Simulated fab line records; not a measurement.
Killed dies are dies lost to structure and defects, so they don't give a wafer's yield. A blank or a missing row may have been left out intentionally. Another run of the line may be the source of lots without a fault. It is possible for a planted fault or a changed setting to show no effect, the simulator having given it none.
A struck lot beside a sound one | flow gf180mcu | 14 out of 602 route steps
Sound: these wafers, L169.1, L169.3, L169.4. Struck: wafer L186.3. (L186.1, L186.2 of the same lot were not struck and are left out.) The cause comes at the end.
For every step that has rows: the tool of each side, followed by ch and its chambers, followed by its first start. Under that, the readings that differ: sound wafers | struck wafers | difference of the means | sigmas: that difference in standard deviations of wafers without a fault.
alike: a reading whose means differ by less than 2 such deviations, as well as words and numbers matching on both sides. not compared: withheld readings; readings where some wafer has no value; bounds like >300 that might hide an equal value; numbers whose values overlap and for which the record gives no deviation.
A row with sigmas, a row that says differs or no value, or rows on one side alone: a step with any of these is where the two part. Non-overlapping numbers with no deviation appear without sigmas and do not part them. A reading that every wafer of one side lacks parts them only if that side has two wafers or more.

GF_V4_ETCH_17: etches SiO2 in C4F8/O2/Ar, stops on TiN, target depth 630 nm.
  sound: rie-diel-04 ch 0,3; struck: rie-diel-01 ch 1
  alike: chamber-pressure-mTorr, oes-product-au
GF_V4_STRIP_18: strips in O2/N2.
  sound on plasma-asher-03 ch 0,1, day 25 12:58; struck on plasma-asher-01 ch 0, day 30 13:46
  reading                     | sound          | struck | difference | sigmas
  drypump-motor-current-A (A) | 5.93 5.95 6.26 | 6.57   | +0.52      | +3
  alike: chamber-pressure-mTorr, heater-power-w, oes-product-au
  not compared: rf-hours-counter-h
then, 5 steps without rows for these wafers: GF_V4_STRIP_19 (strips in post etch residue remover, time 1200 s); GF_V4_CLEAN_20 (cleans in DIW); GF_V4_SPUTTER_21 (material Ti, target thk 15 nm, time 80.02 s); GF_V4_SPUTTER_22 (material TiN, target thk 10 nm, time 40 s); GF_V4_CVD_23 (deposits W, target thk 350 nm, time 104.9 s).
GF_V4_RS_MEAS_24: a four-point-probe measurement.
  sound: film-metro-04 at day 25 13:43; struck: film-metro-04 at day 30 14:31
  alike: V4_W_RS
GF_V4_THK_MEAS_25: measures by xrf.
  sound: film-metro-04 at day 25 13:50; struck: film-metro-04 at day 30 14:38
  alike: V4_W_THK
GF_V4_CMP_26: polishes, stops on SiO2, t overpolish 15 s, target thk 0 nm.
  sound on cmp-01 ch 0,1,2, day 25 13:54; struck on cmp-01 ch 1, day 30 14:42
  reading                | sound          | struck | difference | sigmas
  time-to-endpoint-s (s) | 93.4 89.7 89.6 | 81.8   | -9.1       | -3
  alike: edge-zone-pressure-frac, motor-current-A, overpolish-run-s, retaining-ring-pressure-frac, slurry-flow-ml-min
GF_MIM_SPUTTER_00: material Ti, target thk 37.5 nm, time 150 s.
  sound: pvd-sputter-02 at day 25 14:12; struck: pvd-sputter-02 at day 30 15:00
  alike: cathode-dc-power-W, throttle-valve-pct
then, 1 step without rows for these wafers: GF_MIM_SPUTTER_01 (material TiN, target thk 30 nm, time 25 s).
GF_MIM_SPUTTER_02: material AlCu, target thk 450 nm, time 23.9 s.
  sound: pvd-sputter-02 at day 25 14:20; struck: pvd-sputter-02 at day 30 15:08
  reading                                  | sound         | struck | difference | sigmas
  model.AlCu_of_MIM_SPUTTER_02.thk-nm (nm) | 459 460.7 459 | 874.6  | +415.0     |
  alike: cathode-dc-power-W, throttle-valve-pct
GF_MIM_SPUTTER_03: material Ti, target thk 10 nm, time 6.7 s.
  sound: pvd-sputter-02 at day 25 14:22; struck: pvd-sputter-02 at day 30 15:10
  alike: cathode-dc-power-W, throttle-valve-pct

WHERE THEY PART
At GF_V4_STRIP_18 first; at GF_V4_CMP_26 last (within this record only). Later steps at which nothing parts them and some readings are alike: GF_MIM_SPUTTER_00, GF_MIM_SPUTTER_02, GF_MIM_SPUTTER_03.

WHY: what the simulator had put in
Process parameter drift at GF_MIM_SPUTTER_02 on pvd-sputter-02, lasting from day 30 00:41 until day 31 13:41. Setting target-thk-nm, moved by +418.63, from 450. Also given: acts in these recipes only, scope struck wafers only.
